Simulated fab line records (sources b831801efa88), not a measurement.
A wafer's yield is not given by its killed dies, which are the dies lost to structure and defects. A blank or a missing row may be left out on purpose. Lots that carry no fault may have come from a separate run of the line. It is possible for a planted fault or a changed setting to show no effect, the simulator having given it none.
Matching of chambers || flow gf180mcu || cmp-01 running GF_V1_CMP_04: 4 sister chambers
The step polishes SiO2. 4 wafers are shown with their chamber, then 12 later ones without.

== WAFERS, EACH WITH ITS CHAMBER ==
{"wafer": "L086.6", "chamber": 3, "motorCurrentA (A)": 12.6}
{"wafer": "L087.3", "chamber": 0, "motorCurrentA (A)": 11.5}
{"wafer": "L088.4", "chamber": 2, "motorCurrentA (A)": 11.1}
{"wafer": "L088.5", "chamber": 1, "motorCurrentA (A)": 11.7}

== WAFERS WHOSE CHAMBER IS MISSING ==
{"wafer": "L090.2", "motorCurrentA (A)": 12.3}
{"wafer": "L090.5", "motorCurrentA (A)": 12.9}
{"wafer": "L090.6", "motorCurrentA (A)": 12.3}
{"wafer": "L091.1", "motorCurrentA (A)": 12.3}
{"wafer": "L091.5", "motorCurrentA (A)": 11.5}
{"wafer": "L091.6", "motorCurrentA (A)": 12.6}
{"wafer": "L092.1", "motorCurrentA (A)": 10.9}
{"wafer": "L092.3", "motorCurrentA (A)": 12.3}
{"wafer": "L092.5", "motorCurrentA (A)": 11.9}
{"wafer": "L094.1", "motorCurrentA (A)": 12.6}
{"wafer": "L094.2", "motorCurrentA (A)": 12.7}
{"wafer": "L094.6", "motorCurrentA (A)": 12.2}

== WHICH CHAMBER EACH WENT THROUGH ==
{"wafer": "L090.2", "from the rows above": "can't be placed: 3 or 1", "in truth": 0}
{"wafer": "L090.5", "from the rows above": 3, "in truth": 3}
{"wafer": "L090.6", "from the rows above": "can't be placed: 3 or 1", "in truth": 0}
{"wafer": "L091.1", "from the rows above": "can't be placed: 3 or 1", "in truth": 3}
{"wafer": "L091.5", "from the rows above": "can't be placed: 0 or 1 or 2", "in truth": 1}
{"wafer": "L091.6", "from the rows above": 3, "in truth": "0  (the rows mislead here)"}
{"wafer": "L092.1", "from the rows above": "can't be placed: 2 or 0", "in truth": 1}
{"wafer": "L092.3", "from the rows above": "can't be placed: 3 or 1", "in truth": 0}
{"wafer": "L092.5", "from the rows above": "can't be placed: 1 or 0", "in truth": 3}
{"wafer": "L094.1", "from the rows above": 3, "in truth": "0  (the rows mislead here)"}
{"wafer": "L094.2", "from the rows above": 3, "in truth": 3}
{"wafer": "L094.6", "from the rows above": "can't be placed: 3 or 1 or 0", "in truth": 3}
Correct placement for 2 of the 12. Unplaceable from these rows: 8, with the true chamber sitting among the candidates in 3. Wrongly placed: 2.
How it was worked out, from the rows above alone: a wafer's distance from a chamber is the root of the sum, over the readings, of the square of ((its reading less the chamber's mean) divided by the reading's scatter). The wafer belongs to the nearest chamber; if the next one is less than 2 further off, it can't be placed. The mean given for a chamber averages the wafers shown for that chamber. The scatter: with one shown wafer a chamber, the root of the mean of the squares of how far each hidden wafer lies from its nearest shown one.
